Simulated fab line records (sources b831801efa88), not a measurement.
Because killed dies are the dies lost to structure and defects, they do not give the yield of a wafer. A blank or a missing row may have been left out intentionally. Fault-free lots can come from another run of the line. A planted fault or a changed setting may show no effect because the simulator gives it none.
Problem report in the 8D (eight disciplines) form, filled by code + flow sky130 + the parts of the form that need people (team, actions taken, sign-off) are left out

1. THE ISSUE
Wafers free of any fault read 0.284 ohm/sq (standard deviation 0.0039) for LI_CONTACT_W_RS at SKY_LI_CONTACT_RS_MEAS_22, against a mean of 0.268 ohm/sq on 2 wafers of 2 lots. That puts it -4.2 standard deviations away from the usual mean.
The step: measures by four-point-probe.
Earliest sighting: wafer L127.6 on film metro-04 at day 34 16:49. The record holds 36 wafers of 12 lots with a number at this step. Rule for "out", or "out of limits": more than 4 standard deviations from the usual mean. The other wafers with a number count as sound.

2. WHAT THIS IS AND IS NOT
| question                    | is                           | is not                                                                          |
|-----------------------------|------------------------------|---------------------------------------------------------------------------------|
| which readings at this step | LI_CONTACT_W_RS              | -                                                                               |
| which lots                  | L127, L129                   | L111, L112, L113, L114, L117, L121, L122, L123, L131, L132                      |
| which wafers of those lots  | L127.6, L129.5               | L127.2, L127.3, L129.3, L129.4                                                  |
| read on which gauges        | film metro-03, film metro-04 | film metro-02                                                                   |
| when                        | from day 34 16:49            | up to then (26 sound wafers); but 8 sound wafers of L129, L131, L132 came after |

3. WHAT RULES OUT EACH SUSPECT
Counting: if a tool at a process step up to the reading ran every lot that is out, it stays a suspect. Sound lots after the first of them don't rule it out here, since some wafers of a struck lot are sound.
- the gauge at SKY_LI_CONTACT_RS_MEAS_22 has been ruled out. Those wafers that are out were read across 2 gauges (film metro-03, film metro-04).
- cvd w-01 at SKY_LI_CONTACT_CVD_21 (deposits W, target thk 400 nm, time 120.56 s): kept. Ran every lot that is out, first one L127 (day 34 16:41); last sound lot up to then L123 (day 33 02:29).
Remaining after the count: cvd w-01 at SKY_LI_CONTACT_CVD_21.

4. THE CAUSE (what the simulator had put in)
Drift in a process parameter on cvd w-01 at SKY_LI_CONTACT_CVD_21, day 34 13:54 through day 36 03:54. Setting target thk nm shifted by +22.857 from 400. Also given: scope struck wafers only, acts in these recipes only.
After counting, this tool was the only one left.

5. THE CHAIN OF EFFECTS, in route order
Each row: a reading where the mean over the struck wafers with a number is more than 3 standard deviations away from the usual. Only readings for which the record gives a usual standard deviation are gone through. hours: the time from each lot's start at the first step in this table that gives one to its start at this step, as a median over the lots. sigmas: the change in usual standard deviations.
| hours | step                       | reading          | usual        | on struck wafers | change | sigmas |
|-------|----------------------------|------------------|--------------|------------------|--------|--------|
| 0     | SKY_LI_CONTACT_RS_MEAS_22  | LI_CONTACT_W_RS  | 0.284 ohm/sq | 0.268            | -0.016 | -4.2   |
| 3     | SKY_LI_CONTACT_THK_MEAS_23 | LI_CONTACT_W_THK | 387 nm       | 410              | +23    | +3.8   |

6. WHAT WOULD HAVE CAUGHT IT SOONER
The first out-of-limits reading at a measuring or inspecting step in this record came at day 34 16:49, 3 hours after the fault's start at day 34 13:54.
An alarm limit of 4 standard deviations would not have fired on the tool readings at SKY_LI_CONTACT_CVD_21 for which the record gives a usual standard deviation, since none of them was out on any struck wafer.
Of the lots that are out (2), L129 began SKY_LI_CONTACT_CVD_21 on cvd w-01 after day 34 16:49. A tool hold placed at that time would have kept it from harm.
